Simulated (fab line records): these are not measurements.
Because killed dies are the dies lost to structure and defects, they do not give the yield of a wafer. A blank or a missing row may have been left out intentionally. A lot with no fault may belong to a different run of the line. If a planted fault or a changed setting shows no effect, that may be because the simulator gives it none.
Commonality check across tools	flow gf180mcu	11 lots, 33 wafers sampled

WHY IT WAS OPENED
Flagged at GF_M1_CD_MEAS_14: reading cd_nm, on 2 of 11 lots. No-fault wafers: 230.0 nm, standard deviation 1.1.
Rule: a lot is flagged in two cases, either no wafer of it has a number, or all its wafers with numbers fall more than 4 standard deviations from that mean. The rest of the lots are taken to be sound.

lot	measured	on	cd_nm (nm), wafer by wafer	flag
L657	day 16 23:40	cd_sem-02	229.8 232.5 229.6	
L660	day 18 07:28	cd_sem-01	228.3 228.2 228.5	
L661	day 18 12:21	cd_sem-02	230.2 230.4 230.6	
L662	day 18 22:10	cd_sem-02	231.0 230.1 231.4	
L666	day 20 13:12	cd_sem-01	228.9 229.4 229.5	
L667	day 21 00:12	cd_sem-01	228.5 230.7 228.4	
L668	day 21 10:39	cd_sem-02	237.8 238.1 236.8	FLAGGED
L670	day 22 04:41	cd_sem-01	230.2 229.8 230.6	
L672	day 22 18:16	cd_sem-01	235.5 234.8 234.5	FLAGGED
L678	day 24 12:16	cd_sem-02	229.2 230.3 229.5	
L680	day 25 07:06	cd_sem-02	229.0 229.3 228.9	
Average over the flagged lots: 236.2 nm; offset from the usual +6.2 nm, equal to +6 standard deviations.

WHICH TOOL EACH LOT WENT THROUGH
Before the reading, the record contains 3 process steps out of a 602-step route. Cell contents, in order: the tool; ch with the chambers the sampled wafers went through; the start.
lot	flag	GF_CONTACT_SPUTTER_23	GF_M1_SPUTTER_00	GF_M1_COAT_09
L657		pvd_sputter-03, day 16 00:47	pvd_sputter-02, day 16 01:24	litho_track-02 ch 0, day 16 12:26
L660		pvd_sputter-02, day 17 07:50	pvd_sputter-04, day 17 08:27	litho_track-01 ch 0, day 17 20:03
L661		pvd_sputter-03, day 17 12:35	pvd_sputter-04, day 17 13:12	litho_track-03 ch 0, day 18 00:51
L662		pvd_sputter-01, day 17 21:53	pvd_sputter-02, day 17 22:30	litho_track-03 ch 0, day 18 09:42
L666		pvd_sputter-01, day 19 12:29	pvd_sputter-04, day 19 13:06	litho_track-01 ch 0, day 20 01:25
L667		pvd_sputter-03, day 19 23:32	pvd_sputter-02, day 20 00:09	litho_track-01 ch 0, day 20 11:49
L668	FLAGGED	pvd_sputter-01, day 20 09:37	pvd_sputter-04, day 20 10:14	litho_track-01 ch 0, day 20 22:25
L670		pvd_sputter-01, day 21 04:32	pvd_sputter-02, day 21 05:09	litho_track-02 ch 0, day 21 16:45
L672	FLAGGED	pvd_sputter-01, day 21 18:26	pvd_sputter-03, day 21 19:03	litho_track-01 ch 0, day 22 06:39
L678		pvd_sputter-03, day 23 12:35	pvd_sputter-02, day 23 13:12	litho_track-03 ch 0, day 24 00:27
L680		pvd_sputter-03, day 24 08:20	pvd_sputter-04, day 24 08:58	litho_track-03 ch 0, day 24 19:51
What these steps do:
- GF_CONTACT_SPUTTER_23: material TiN, target thk 10 nm, time 40 s.
- GF_M1_SPUTTER_00: material Ti, target thk 37.5 nm, time 150 s.
- GF_M1_COAT_09: resist thk 1000 nm.
- GF_M1_CD_MEAS_14: target cd 230 nm.

FLAGGED AGAINST TOTAL, ONE TOOL AT A TIME (gauges that did the reading follow at the end)
step	tool	lots run	flagged	share of the flagged lots	sound lots run after its first flagged lot
GF_CONTACT_SPUTTER_23	pvd_sputter-01	5	2	all	1 (L670)
GF_CONTACT_SPUTTER_23	pvd_sputter-02	1	0	none	-
GF_CONTACT_SPUTTER_23	pvd_sputter-03	5	0	none	-
GF_M1_SPUTTER_00	pvd_sputter-02	5	0	none	-
GF_M1_SPUTTER_00	pvd_sputter-03	1	1	some	0
GF_M1_SPUTTER_00	pvd_sputter-04	5	1	some	1 (L680)
GF_M1_COAT_09	litho_track-01	5	2	all	0
GF_M1_COAT_09	litho_track-02	2	0	none	-
GF_M1_COAT_09	litho_track-03	4	0	none	-
GF_M1_CD_MEAS_14	cd_sem-01	5	1	some	0
GF_M1_CD_MEAS_14	cd_sem-02	6	1	some	2 (L678,L680)

THE TABLE: WHAT IT ALLOWS
In 2 table rows, all flagged lots were run: pvd_sputter-01 (GF_CONTACT_SPUTTER_23), litho_track-01 (GF_M1_COAT_09).
- pvd_sputter-01 at GF_CONTACT_SPUTTER_23 ran 5 lots, 2 of them flagged. Sound lots ran on it after the first flagged one (L670), which a lasting fault on the whole tool wouldn't allow.
- litho_track-01 at GF_M1_COAT_09 ran 5 lots, 2 of them flagged. A fault beginning between L667 (day 20 11:49), its last sound lot, and L668 (day 20 22:25), its first flagged one, fits the data.
Just one tool remains: litho_track-01 at GF_M1_COAT_09.

WHAT WAS PUT IN BY THE SIMULATOR
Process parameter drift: litho_track-01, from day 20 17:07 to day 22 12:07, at GF_M1_COAT_09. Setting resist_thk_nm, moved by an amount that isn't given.
Shown lots that were struck: L668, L672. This agrees with what the rule above found.
